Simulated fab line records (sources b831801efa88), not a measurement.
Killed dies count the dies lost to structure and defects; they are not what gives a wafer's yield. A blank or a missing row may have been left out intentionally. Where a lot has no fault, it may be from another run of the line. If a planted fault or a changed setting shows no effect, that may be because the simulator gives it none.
fab line records	flow sfq_line
record: lots: 5	wafers: 23
route steps=325 shown L0@7 L0V@16 M0@32 I0@44 M1@66 I1@77
start_h: hours from the record's first day to the start of the lot's first wafer shown	wait_h: how many hours have passed since the lot's step before this one	" same as the row above	L1.1+2: a row that stands for several wafers	- either no value or no given start	* or withheld: withheld	< > ~ a bound
route shown NAME@n: NAME is a module with steps in the file, n the number in the route of the first one	usual: the fault-free wafers' mean and standard deviation	same: alike in all rows	chamber/n: place in a boat	sites: per-site readings	_std_site: their standard deviation	_edge_site: inner sites' mean taken away from outer sites' mean	radius_mm: for every site, how far away it sits from the centre of the wafer	mask NAME#n: copy n	behind: the tool/chamber that last shaped the wafer	hold: the reason the lot was held/the length of the hold in hours/how it ended	device: whichever transistor did not switch (one of n, p or np)	end of line: tests of these same wafers at the route's end	a step given without rows: its recipe and nothing more	killed: the dies lost at the first sort to structure and to defects; this is not the yield of the wafer	map: a wafer's dies, x killed, . not, _ none there
set.NAME: the run value of the setting; set.NAME@STEP: its run value at that earlier step	model.NAME: the simulator's own value behind a step, which no gauge read
one table per step and one row per wafer, for lots whose settings were changed on purpose
== steps ==
step: SFQ_TRILAYER_L0_LITHO_COAT_005
recipe: resist: KrF	spin_rpm: 3000	resist_thk_nm: 600
lot.wafer	tool	chamber	start_h	wait_h	set.spin_rpm	model.KrF_of_TRILAYER_L0_LITHO_COAT_005.thk_nm
L074.1	litho_track-04	0	13.07	0.2	3000	601.1
L074.2	"	0	"	"	3000	599.9
L074.3+6	"	0	"	"	2895	611.1
L074.5	"	0	"	"	3000	601.5
L078.1	litho_track-03	0	33.04	0.2	3107	585.6
L078.3	"	0	"	"	3107	588.5
L078.4	"	0	"	"	3107	588
L078.5	"	0	"	"	3000	598.1
L078.6	"	0	"	"	3000	596.6
L079.1	litho_track-03	0	38.04	0.2	3000	597.8
L079.2	"	0	"	"	3000	600
L079.4	"	0	"	"	3000	595.6
L082.1+3	litho_track-04	0	53.04	0.2	3000	597.2
L082.2	"	0	"	"	3000	599.1
L082.5	"	0	"	"	3000	597.1
L082.6	"	0	"	"	3000	598.5
L083.1	litho_track-03	0	58.04	0.2	3177	580.3
L083.2	"	0	"	"	3000	597.5
L083.4	"	0	"	"	3177	579.8
L083.5	"	0	"	"	3177	579.1
L083.6	"	0	"	"	3000	597.4
step: SFQ_TRILAYER_L0_LITHO_EXPOSE_006
recipe: mask_id: L0	na: 0.6	source_shape: conventional	sigma_outer: 0.65	target_cd_nm: 2000	dose_mj: 14.4
lot.wafer	tool	chamber	start_h	wait_h	mask	set.dose_mj
L074.1+3+5	krf_scanner-02	0	-	-	L0#0	15.32
L074.2+6	"	0	"	"	L0#0	14.4
L078.1+3+4+5+6	krf_scanner-01	0	93.45	-	L0#0	14.4
L079.1+2+4	krf_scanner-02	0	100.93	-	L0#0	14.4
L082.1+2	krf_scanner-02	0	117.31	-	L0#0	13.33
L082.3+5+6	"	0	"	"	L0#0	14.4
L083.1+2+4+5+6	krf_scanner-02	0	128.11	-	L0#0	14.4
step: SFQ_TRILAYER_L0_LITHO_PEB_008
recipe: peb_temp_c: 115	peb_time_s: 60	resist: KrF
step: SFQ_TRILAYER_L0_LITHO_DEVELOP_007
recipe: time_s: 60	resist: KrF
step: SFQ_TRILAYER_L0_BARC_OPEN_METAL_ETCH_010
recipe: mask_material: PR	chemistry: O2	target_depth_nm: 125	target: BARC	icp_w: 600	bias_w: 80	pressure_mtorr: 10	time_s: 41.7
lot.wafer	tool	chamber	start_h	wait_h	set.spin_rpm@TRILAYER_L0_LITHO_COAT_005	set.dose_mj@TRILAYER_L0_LITHO_EXPOSE_006	model.KrF_of_TRILAYER_L0_LITHO_COAT_005.thk_nm	model.L0.cd_nm
L074.1	rie_metal-01	1	73.79	0.1	3000	15.32	524.2	1990
L074.2	"	0	"	"	3000	14.4	521.4	1998
L074.3	"	1	"	"	2895	15.32	533.7	1990
L074.5	"	1	"	"	3000	15.32	524.3	1989
L074.6	"	0	"	"	2895	14.4	532.4	1998
L078.1	rie_metal-03	0	94.95	0.1	3107	14.4	509	1997
L078.3	"	1	"	"	3107	14.4	511.1	2001
L078.4	"	0	"	"	3107	14.4	511.5	1997
L078.5	"	1	"	"	3000	14.4	520.5	2000
L078.6	"	0	"	"	3000	14.4	519.6	2001
L079.1	rie_metal-01	0	102.43	0.1	3000	14.4	520	1998
L079.2	"	0	"	"	3000	14.4	522.2	1998
L079.4	"	0	"	"	3000	14.4	517.5	1998
L082.1	rie_metal-03	1	118.81	0.1	3000	13.33	518.8	2010
L082.2	"	0	"	"	3000	13.33	522.1	2009
L082.3	"	0	"	"	3000	14.4	520.5	1996
L082.5	"	0	"	"	3000	14.4	520.2	1997
L082.6	"	1	"	"	3000	14.4	520.3	1998
L083.1	rie_metal-02	0	129.61	0.1	3177	14.4	502.4	2001
L083.2	"	1	"	"	3000	14.4	519.2	2004
L083.4	"	1	"	"	3177	14.4	501.7	2000
L083.5	"	0	"	"	3177	14.4	501.5	2001
L083.6	"	1	"	"	3000	14.4	518.8	2003
step: SFQ_TRILAYER_L0_CAP_PECVD_011
recipe: material: SiO2	temp_c: 150	time_s: 13.333	pressure_torr: 2.4	rf_w: 183.3	precursor: SiH4/N2O	target_thk_nm: 60
lot.wafer	tool	chamber	start_h	wait_h	set.time_s	model.SiO2_of_TRILAYER_L0_CAP_PECVD_011.thk_nm
L074.1	pecvd-01	0	74.67	0.0	13.333	60.35
L074.2	"	1	"	"	13.333	60.46
L074.3	"	2	"	"	13.333	59.42
L074.5	"	2	"	"	14.95	67.42
L074.6	"	1	"	"	14.95	68.85
L078.1	pecvd-01	2	95.85	0.0	14.85	66.61
L078.3	"	1	"	"	13.333	60.27
L078.4	"	0	"	"	14.85	67.24
L078.5	"	2	"	"	13.333	60.11
L078.6	"	1	"	"	13.333	60.86
L079.1	pecvd-02	2	104.02	0.0	13.333	60.29
L079.2	"	1	"	"	13.333	61.02
L079.4	"	2	"	"	13.333	60.8
L082.1	pecvd-02	0	119.69	0.0	12.41	56.28
L082.2	"	2	"	"	13.333	59.99
L082.3	"	1	"	"	12.41	57.43
L082.5	"	0	"	"	12.41	57.76
L082.6	"	1	"	"	13.333	61.72
L083.1	pecvd-02	0	130.49	0.0	13.333	60.6
L083.2	"	2	"	"	13.333	60.74
L083.4	"	2	"	"	13.333	61.07
L083.5	"	1	"	"	13.333	62.53
L083.6	"	0	"	"	13.333	61.45
step: SFQ_TRILAYER_L0_VIA_ETCH_VIA_ETCH_016
recipe: target: SiO2	stop_on: MoNx_KI	mask_material: PR	chemistry: CHF3	target_depth_nm: 80	source_w: 500	bias_w: 80	pressure_mtorr: 30	time_s: withheld
usual: oes_product_au: 0.847/0.0088
lot.wafer	tool	chamber	start_h	wait_h	set.bias_w	set.time_s@TRILAYER_L0_CAP_PECVD_011	oes_product_au	model.L0V.feature_depth_nm	model.etch.depth_nm
L074.1	rie_diel-01	2	147.68	0.0	80	*	0.842	60.35	-
L074.2	"	3	"	"	80	*	0.847	60.46	60.46
L074.3	"	1	"	"	80	*	0.845	59.42	59.42
L074.5	"	3	"	"	80	*	0.901	67.42	-
L074.6	"	2	"	"	80	*	0.909	68.85	68.85
L078.1	rie_diel-01	1	171.68	0.0	74.33	*	0.902	66.61	66.61
L078.3	"	3	"	"	80	*	0.845	60.27	60.27
L078.4	"	0	"	"	74.33	*	0.901	67.24	-
L078.5	"	2	"	"	74.33	*	0.847	60.11	-
L078.6	"	1	"	"	80	*	0.845	60.86	-
L079.1	rie_diel-02	0	186.46	0.0	80	*	0.841	60.29	60.29
L079.2	"	3	"	"	80	*	0.850	61.02	61.02
L079.4	"	2	"	"	80	*	0.859	60.8	60.8
L082.1	rie_diel-02	2	209.26	0.0	80	*	0.813	56.28	-
L082.2	"	1	"	"	80	*	0.842	59.99	-
L082.3	"	3	"	"	80	*	0.829	57.43	57.43
L082.5	"	2	"	"	80	*	0.825	57.76	57.76
L082.6	"	1	"	"	80	*	0.862	61.72	-
L083.1	rie_diel-02	1	214.90	0.0	80	*	0.851	60.6	-
L083.2	"	3	"	"	86.31	*	0.849	60.98	60.74
L083.4	"	2	"	"	80	*	0.844	61.07	-
L083.5	"	3	"	"	86.31	*	0.867	62.77	62.53
L083.6	"	1	"	"	86.31	*	0.854	61.68	61.45
step: SFQ_TRILAYER_M0_LITHO_COAT_026
recipe: resist: BARC	spin_rpm: 3000	resist_thk_nm: 62
lot.wafer	tool	chamber	start_h	wait_h	set.spin_rpm	model.BARC_of_TRILAYER_M0_LITHO_COAT_026.thk_nm
L074.1	litho_track-02	0	148.95	0.2	3000	62.31
L074.2	"	0	"	"	3000	62.13
L074.3	"	0	"	"	3000	62.07
L074.5	"	0	"	"	3000	62.08
L074.6	"	0	"	"	3000	62.14
L078.1	litho_track-01	0	172.81	0.1	3000	62.27
L078.3	"	0	"	"	3000	62.12
L078.4	"	0	"	"	3000	62.09
L078.5	"	0	"	"	3000	62.2
L078.6	"	0	"	"	3000	62.15
L079.1	litho_track-01	0	187.57	0.1	3000	61.85
L079.2	"	0	"	"	3000	61.7
L079.4	"	0	"	"	3000	61.78
L082.1	litho_track-02	0	210.37	0.1	3000	61.91
L082.2	"	0	"	"	3000	61.94
L082.3	"	0	"	"	3000	62.04
L082.5	"	0	"	"	3197	60.01
L082.6	"	0	"	"	3197	60.13
L083.1	litho_track-03	0	216.02	0.1	3092	61.2
L083.2	"	0	"	"	3000	62.21
L083.4	"	0	"	"	3092	61.21
L083.5	"	0	"	"	3000	62.13
L083.6	"	0	"	"	3092	61.19
step: SFQ_TRILAYER_M0_LITHO_COAT_021
recipe: resist: KrF	spin_rpm: 3069	resist_thk_nm: 600
step: SFQ_TRILAYER_M0_LITHO_SOFTBAKE_025
recipe: temp_c: withheld	time_s: withheld	resist: KrF
step: SFQ_TRILAYER_M0_LITHO_DEVELOP_023
recipe: time_s: 60	resist: KrF
step: SFQ_TRILAYER_M0_BARC_OPEN_METAL_ETCH_031
recipe: mask_material: PR	chemistry: O2	target_depth_nm: 125	target: BARC	icp_w: 600	bias_w: 80	pressure_mtorr: 10	time_s: 41.7
lot.wafer	tool	chamber	start_h	wait_h	set.spin_rpm@TRILAYER_M0_LITHO_COAT_026	model.etch.depth_nm
L074.1+5	rie_metal-04	0,1	233.25	0.0	3000	-
L074.2	"	1	"	"	3000	62.13
L074.3	"	1	"	"	3000	62.07
L074.6	"	0	"	"	3000	62.14
L078.1	rie_metal-01	1	264.45	0.0	3000	62.27
L078.3	"	1	"	"	3000	62.12
L078.4+5+6	"	0,1,0	"	"	3000	-
L079.1	rie_metal-04	0	284.65	0.0	3000	61.85
L079.2	"	1	"	"	3000	61.7
L079.4	"	1	"	"	3000	61.78
L082.1+2	rie_metal-04	0,1	319.45	0.0	3000	-
L082.3	"	1	"	"	3000	62.04
L082.5	"	0	"	"	3197	60.01
L082.6	"	1	"	"	3197	-
L083.1+4	rie_metal-01	1,0	326.56	0.0	3092	-
L083.2	"	0	"	"	3000	62.21
L083.5	"	0	"	"	3000	62.13
L083.6	"	1	"	"	3092	61.19
step: SFQ_TRILAYER_I0_CMP_CMP_028
recipe: material: SiO2	down_force_psi: 3	platen_rpm: 60	pad_velocity_m_s: 0.94248
lot.wafer	tool	chamber	start_h	wait_h	set.leave_above_ref_nm	model.SiO2_of_TRILAYER_I0_DEP_PECVD_027.thk_nm
L074.1	cmp-02	2	236.09	1.8	200	201.8
L074.3	"	3	"	"	192.6	190.9
L074.2	"	1	237.59	3.3	200	200.9
L074.5	"	2	"	"	192.6	194.1
L074.6	"	3	"	"	200	199.4
L078.3	cmp-02	2	268.49	3.0	200	200.2
L078.4	"	0	269.49	4.0	200	195.7
L078.1	"	1	"	"	212.8	212.1
L078.6	"	2	"	"	200	199.7
L078.5	"	3	"	"	212.8	210
L079.4	cmp-02	1	285.69	0.0	200	199
L079.1	"	2	"	"	200	200.1
L079.2	"	3	"	"	200	199.3
L082.1	cmp-01	2	320.99	0.5	200	200.4
L082.2	"	3	"	"	200	200.3
L082.3	"	0	"	"	212.4	214.6
L082.5	"	1	"	"	212.4	211.8
L082.6	"	2	"	"	200	200.7
L083.1	cmp-02	1	327.60	0.0	200	200.5
L083.4	"	2	"	"	200	201.6
L083.2	"	3	"	"	200	198.6
L083.5	"	1	329.60	2.0	212.9	213.8
L083.6	"	2	"	"	212.9	215.4
step: SFQ_TRILAYER_I0_METRO_MEASURE_029
usual: thk_nm: 199.0/1.7
lot.wafer	tool	chamber	start_h	wait_h	set.leave_above_ref_nm@TRILAYER_I0_CMP_CMP_028	thk_nm
L074.1	film_metro-03	-	239.21	0.1	200	201.9
L074.2	"	-	"	"	200	200.7
L074.3	"	-	"	"	192.6	190.8
L074.5	"	-	"	"	192.6	194.1
L074.6	"	-	"	"	200	199.4
L078.1	film_metro-04	-	271.73	0.1	212.8	212.0
L078.3	"	-	"	"	200	200.1
L078.4	"	-	"	"	200	195.7
L078.5	"	-	"	"	212.8	210.0
L078.6	"	-	"	"	200	199.6
L079.1	film_metro-04	-	288.81	0.1	200	200.0
L079.2	"	-	"	"	200	199.4
L079.4	"	-	"	"	200	199.0
L082.1	film_metro-03	-	323.61	0.1	200	200.5
L082.2	"	-	"	"	200	200.3
L082.3	"	-	"	"	212.4	214.7
L082.5	"	-	"	"	212.4	211.6
L082.6	"	-	"	"	200	200.6
L083.1	film_metro-03	-	330.72	0.1	200	200.5
L083.2	"	-	"	"	200	198.6
L083.4	"	-	"	"	200	201.7
L083.5	"	-	"	"	212.9	213.7
L083.6	"	-	"	"	212.9	215.4
step: SFQ_TRILAYER_I0_VIA_LITHO_EXPOSE_032
recipe: mask_id: I0	na: 0.6	source_shape: conventional	sigma_outer: 0.65	target_cd_nm: 500	dose_mj: 21.3
lot.wafer	tool	chamber	start_h	wait_h	mask	set.dose_mj
L074.1+3	krf_scanner-02	0	325.11	-	I0#0	21.77
L074.2+5+6	"	0	"	"	I0#0	21.3
L078.1+3	krf_scanner-02	0	329.91	-	I0#0	21.3
L078.4+5+6	"	0	"	"	I0#0	22.79
L079.1+2+4	krf_scanner-02	0	-	-	I0#0	21.3
L082.1+3+6	krf_scanner-02	0	334.71	-	I0#0	22.35
L082.2+5	"	0	"	"	I0#0	21.3
L083.1+5+6	krf_scanner-02	0	335.91	-	I0#0	21.3
L083.2+4	"	0	"	"	I0#0	22.36
step: SFQ_TRILAYER_I0_VIA_LITHO_PEB_034
recipe: peb_temp_c: 115	peb_time_s: 60	resist: KrF
step: SFQ_TRILAYER_I0_VIA_LITHO_DEVELOP_033
recipe: time_s: 60	resist: KrF
step: SFQ_TRILAYER_I0_VIA_BARC_OPEN_VIA_ETCH_046
recipe: mask_material: PR	chemistry: O2	target_depth_nm: 125	target: BARC	source_w: 500	bias_w: 80	pressure_mtorr: 30	time_s: 41.7
lot.wafer	tool	chamber	start_h	wait_h	set.dose_mj@TRILAYER_I0_VIA_LITHO_EXPOSE_032	model.I0.cd_nm
L074.1	rie_diel-01	0	326.65	0.0	21.77	501.8
L074.2	"	3	"	"	21.3	501.2
L074.3	"	2	"	"	21.77	502.4
L074.5	"	2	"	"	21.3	499.8
L074.6	"	0	"	"	21.3	500.2
L078.1	rie_diel-04	2	331.45	0.0	21.3	499.2
L078.3	"	1	"	"	21.3	499.7
L078.4	"	0	"	"	22.79	510.6
L078.5	"	3	"	"	22.79	511.8
L078.6	"	0	"	"	22.79	510.3
L079.1	rie_diel-01	2	332.86	0.0	21.3	499.2
L079.2	"	0	"	"	21.3	498.6
L079.4	"	1	"	"	21.3	500.4
L082.1	rie_diel-02	2	336.25	0.0	22.35	506
L082.2+5	"	0,1	"	"	21.3	498.4
L082.3	"	3	"	"	22.35	507
L082.6	"	2	"	"	22.35	507.5
L083.1	rie_diel-04	1	337.45	0.0	21.3	499.4
L083.2	"	0	"	"	22.36	509
L083.4	"	3	"	"	22.36	510.2
L083.5	"	1	"	"	21.3	501.2
L083.6	"	0	"	"	21.3	499.7
step: SFQ_TRILAYER_I0_VIA_ETCH_VIA_ETCH_034
recipe: target: SiO2	stop_on: Nb	mask_material: PR	taper_deg: 20	chemistry: CHF3	target_depth_nm: 260	source_w: 500	bias_w: 80	pressure_mtorr: 30	time_s: withheld
usual: oes_product_au: 0.852/0.0061
lot.wafer	tool	chamber	start_h	wait_h	set.leave_above_ref_nm@TRILAYER_I0_CMP_CMP_028	set.dose_mj@TRILAYER_I0_VIA_LITHO_EXPOSE_032	oes_product_au	model.etch.depth_nm	model.I0.cd_nm	model.I0.feature_depth_nm
L074.1	rie_diel-01	0	326.69	0.0	200	21.77	0.857	-	503.1	201.8
L074.2	"	3	"	"	200	21.3	0.854	200.9	502.2	200.9
L074.3	"	2	"	"	192.6	21.77	0.829	190.9	503.9	190.9
L074.5	"	2	"	"	192.6	21.3	0.839	-	501	194.1
L074.6	"	0	"	"	200	21.3	0.860	199.4	502.6	199.4
L078.1	rie_diel-04	2	331.49	0.0	212.8	21.3	0.878	212.1	496.8	212.1
L078.3	"	1	"	"	200	21.3	0.856	200.2	499.8	200.2
L078.4	"	0	"	"	200	22.79	0.847	-	506.3	195.7
L078.5	"	3	"	"	212.8	22.79	0.878	-	511	210
L078.6	"	0	"	"	200	22.79	0.855	-	506.2	199.7
L079.1	rie_diel-01	2	332.90	0.0	200	21.3	0.856	200.1	501.3	200.1
L079.2	"	0	"	"	200	21.3	0.853	199.3	500.9	199.3
L079.4	"	1	"	"	200	21.3	0.854	199	497.9	199
L082.1	rie_diel-02	2	336.29	0.0	200	22.35	0.857	-	506.7	200.4
L082.2	"	0	"	"	200	21.3	0.863	-	497.8	200.3
L082.3	"	3	"	"	212.4	22.35	0.892	214.6	509.8	214.6
L082.5	"	1	"	"	212.4	21.3	0.889	211.8	497	211.8
L082.6	"	2	"	"	200	22.35	0.859	-	507	200.7
L083.1	rie_diel-04	1	337.49	0.0	200	21.3	0.850	-	499.9	200.5
L083.2	"	0	"	"	200	22.36	0.852	198.6	505.1	198.6
L083.4	"	3	"	"	200	22.36	0.858	-	510.2	201.6
L083.5	"	1	"	"	212.9	21.3	0.883	213.8	501.3	213.8
L083.6	"	0	"	"	212.9	21.3	0.887	215.4	496.6	215.4
step: SFQ_TRILAYER_M1_LITHO_PEB_042
recipe: peb_temp_c: 115	peb_time_s: 60	resist: KrF
lot.wafer	tool	chamber	start_h	wait_h	set.peb_temp_c
L074.1+2+3+5+6	litho_track-04	0	455.86	1.0	115
L078.1+3+5	litho_track-04	0	464.26	1.0	115
L078.4+6	"	0	"	"	117
L079.1+2+4	litho_track-01	0	469.06	1.0	115
L082.1+2	litho_track-01	0	475.06	1.0	115
L082.3+5+6	"	0	"	"	113.1
L083.1+2	litho_track-01	0	478.66	1.0	115
L083.4+5+6	"	0	"	"	112.8
step: SFQ_TRILAYER_M1_LITHO_DEVELOP_041
recipe: time_s: 60	resist: KrF
step: SFQ_TRILAYER_M1_BARC_OPEN_METAL_ETCH_054
recipe: mask_material: PR	chemistry: O2	target_depth_nm: 125	target: BARC	icp_w: 600	bias_w: 80	pressure_mtorr: 10	time_s: 41.7
lot.wafer	tool	chamber	start_h	wait_h	set.peb_temp_c@TRILAYER_M1_LITHO_PEB_042	model.M1.cd_nm
L074.1	rie_metal-02	1	456.19	0.0	115	498.4
L074.2	"	0	"	"	115	499.6
L074.3	"	1	"	"	115	498.9
L074.5	"	1	"	"	115	498.8
L074.6	"	0	"	"	115	499.8
L078.1	rie_metal-01	0	464.59	0.0	115	498.7
L078.3	"	1	"	"	115	498.1
L078.4	"	0	"	"	117	466.1
L078.5	"	1	"	"	115	499.1
L078.6	"	0	"	"	117	465.2
L079.1	rie_metal-01	0	469.39	0.0	115	502.1
L079.2	"	1	"	"	115	500.1
L079.4	"	0	"	"	115	501
L082.1	rie_metal-01	1	475.39	0.0	115	496.9
L082.2	"	0	"	"	115	498.1
L082.3	"	0	"	"	113.1	534.4
L082.5	"	1	"	"	113.1	534.5
L082.6	"	0	"	"	113.1	535.5
L083.1	rie_metal-02	1	478.99	0.0	115	501.1
L083.2	"	0	"	"	115	502.3
L083.4	"	0	"	"	112.8	545.4
L083.5	"	0	"	"	112.8	546.7
L083.6	"	1	"	"	112.8	545.2
step: SFQ_TRILAYER_M1_ETCH_METAL_ETCH_042
recipe: target: Nb	stop_on: SiO2	mask_material: PR	chemistry: Cl2/Ar	target_depth_nm: 240	icp_w: 600	bias_w: 80	pressure_mtorr: 10	time_s: 120
lot.wafer	tool	chamber	start_h	wait_h	set.bias_w	set.peb_temp_c@TRILAYER_M1_LITHO_PEB_042	model.M1.cd_nm
L074.1	rie_metal-02	1	456.25	0.0	80	115	499.7
L074.2	"	0	"	"	80	115	495.9
L074.3	"	1	"	"	80	115	500.2
L074.5	"	1	"	"	80	115	499.3
L074.6	"	0	"	"	80	115	496.7
L078.1	rie_metal-01	0	464.65	0.0	76.35	115	503.7
L078.3	"	1	"	"	80	115	495.8
L078.4	"	0	"	"	76.35	117	471.1
L078.5	"	1	"	"	80	115	496.9
L078.6	"	0	"	"	80	117	470.4
L079.1	rie_metal-01	0	469.45	0.0	80	115	506.4
L079.2	"	1	"	"	80	115	496.7
L079.4	"	0	"	"	80	115	506.2
L082.1	rie_metal-01	1	475.45	0.0	75.24	115	496.6
L082.2	"	0	"	"	80	115	503.9
L082.3	"	0	"	"	80	113.1	540
L082.5	"	1	"	"	75.24	113.1	533.6
L082.6	"	0	"	"	80	113.1	543.1
L083.1	rie_metal-02	1	479.05	0.0	77.46	115	502.7
L083.2	"	0	"	"	77.46	115	499.4
L083.4	"	0	"	"	80	112.8	541.6
L083.5	"	0	"	"	80	112.8	543.9
L083.6	"	1	"	"	77.46	112.8	547.1
step: SFQ_TRILAYER_I1_VIA_LITHO_COAT_054
recipe: resist: BARC	spin_rpm: 3000	resist_thk_nm: 62
lot.wafer	tool	chamber	start_h	wait_h	set.spin_rpm	model.BARC_of_TRILAYER_I1_VIA_LITHO_COAT_054.thk_nm
L074.1	litho_track-02	0	463.54	1.0	3000	61.79
L074.2	"	0	"	"	3000	61.96
L074.3	"	0	"	"	3000	61.67
L074.5	"	0	"	"	3000	61.72
L074.6	"	0	"	"	3000	61.66
L078.1	litho_track-02	0	472.54	1.0	3000	62.05
L078.3	"	0	"	"	3105	60.85
L078.4	"	0	"	"	3105	60.86
L078.5	"	0	"	"	3105	61.03
L078.6	"	0	"	"	3000	61.95
L079.1	litho_track-04	0	474.77	1.0	3000	61.92
L079.2	"	0	"	"	3000	62
L079.4	"	0	"	"	3000	61.79
L082.1	litho_track-04	0	480.81	1.0	3000	62.03
L082.2	"	0	"	"	2783	64.29
L082.3	"	0	"	"	3000	61.87
L082.5	"	0	"	"	3000	61.81
L082.6	"	0	"	"	2783	64.16
L083.1	litho_track-04	0	484.35	1.0	3000	61.79
L083.2	"	0	"	"	3000	61.89
L083.4	"	0	"	"	3000	61.91
L083.5	"	0	"	"	3000	61.78
L083.6	"	0	"	"	3000	61.84
== key ==
split: step: SFQ_TRILAYER_L0_LITHO_COAT_005	setting: spin_rpm	stated: 3000	by: wafer
response: step: SFQ_TRILAYER_L0_LITHO_COAT_005	reading: model.KrF_of_TRILAYER_L0_LITHO_COAT_005.thk_nm	change: -2.95	per: 1%	r: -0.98
response: step: SFQ_TRILAYER_L0_BARC_OPEN_METAL_ETCH_010	reading: model.KrF_of_TRILAYER_L0_LITHO_COAT_005.thk_nm	change: -2.83	per: 1%	r: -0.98
split: step: SFQ_TRILAYER_L0_LITHO_EXPOSE_006	setting: dose_mj	stated: 14.4	by: wafer
response: step: SFQ_TRILAYER_L0_BARC_OPEN_METAL_ETCH_010	reading: model.L0.cd_nm	change: -1.52	per: 1%	r: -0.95
split: step: SFQ_TRILAYER_L0_CAP_PECVD_011	setting: time_s	stated: 13.333	by: wafer
response: step: SFQ_TRILAYER_L0_CAP_PECVD_011	reading: model.SiO2_of_TRILAYER_L0_CAP_PECVD_011.thk_nm	change: +0.608	per: 1%	r: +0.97
response: step: SFQ_TRILAYER_L0_VIA_ETCH_VIA_ETCH_016	reading: oes_product_au	change: +0.00484	per: 1%	r: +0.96
response: step: SFQ_TRILAYER_L0_VIA_ETCH_VIA_ETCH_016	reading: model.L0V.feature_depth_nm	change: +0.608	per: 1%	r: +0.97
response: step: SFQ_TRILAYER_L0_VIA_ETCH_VIA_ETCH_016	reading: model.etch.depth_nm	change: +0.664	per: 1%	r: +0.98
split: step: SFQ_TRILAYER_L0_VIA_ETCH_VIA_ETCH_016	setting: bias_w	stated: 80	by: wafer
response none clear
split: step: SFQ_TRILAYER_M0_LITHO_COAT_026	setting: spin_rpm	stated: 3000	by: wafer
response: step: SFQ_TRILAYER_M0_LITHO_COAT_026	reading: model.BARC_of_TRILAYER_M0_LITHO_COAT_026.thk_nm	change: -0.293	per: 1%	r: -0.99
response: step: SFQ_TRILAYER_M0_BARC_OPEN_METAL_ETCH_031	reading: model.etch.depth_nm	change: -0.311	per: 1%	r: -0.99
split: step: SFQ_TRILAYER_I0_CMP_CMP_028	setting: leave_above_ref_nm	stated: 200	by: wafer
response: step: SFQ_TRILAYER_I0_CMP_CMP_028	reading: model.SiO2_of_TRILAYER_I0_DEP_PECVD_027.thk_nm	change: +2.09	per: 1%	r: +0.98
response: step: SFQ_TRILAYER_I0_METRO_MEASURE_029	reading: thk_nm	change: +2.09	per: 1%	r: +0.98
response: step: SFQ_TRILAYER_I0_VIA_ETCH_VIA_ETCH_034	reading: oes_product_au	change: +0.00478	per: 1%	r: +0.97
response: step: SFQ_TRILAYER_I0_VIA_ETCH_VIA_ETCH_034	reading: model.etch.depth_nm	change: +2.26	per: 1%	r: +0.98
response: step: SFQ_TRILAYER_I0_VIA_ETCH_VIA_ETCH_034	reading: model.I0.feature_depth_nm	change: +2.09	per: 1%	r: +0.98
split: step: SFQ_TRILAYER_I0_VIA_LITHO_EXPOSE_032	setting: dose_mj	stated: 21.3	by: wafer
response: step: SFQ_TRILAYER_I0_VIA_BARC_OPEN_VIA_ETCH_046	reading: model.I0.cd_nm	change: +1.68	per: 1%	r: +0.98
response: step: SFQ_TRILAYER_I0_VIA_ETCH_VIA_ETCH_034	reading: model.I0.cd_nm	change: +1.59	per: 1%	r: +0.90
split: step: SFQ_TRILAYER_M1_LITHO_PEB_042	setting: peb_temp_c	stated: 115	by: wafer
response: step: SFQ_TRILAYER_M1_BARC_OPEN_METAL_ETCH_054	reading: model.M1.cd_nm	change: -21.6	per: 1%	r: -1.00
response: step: SFQ_TRILAYER_M1_ETCH_METAL_ETCH_042	reading: model.M1.cd_nm	change: -20.7	per: 1%	r: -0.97
split: step: SFQ_TRILAYER_M1_ETCH_METAL_ETCH_042	setting: bias_w	stated: 80	by: wafer
response none clear
split: step: SFQ_TRILAYER_I1_VIA_LITHO_COAT_054	setting: spin_rpm	stated: 3000	by: wafer
response: step: SFQ_TRILAYER_I1_VIA_LITHO_COAT_054	reading: model.BARC_of_TRILAYER_I1_VIA_LITHO_COAT_054.thk_nm	change: -0.319	per: 1%	r: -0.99
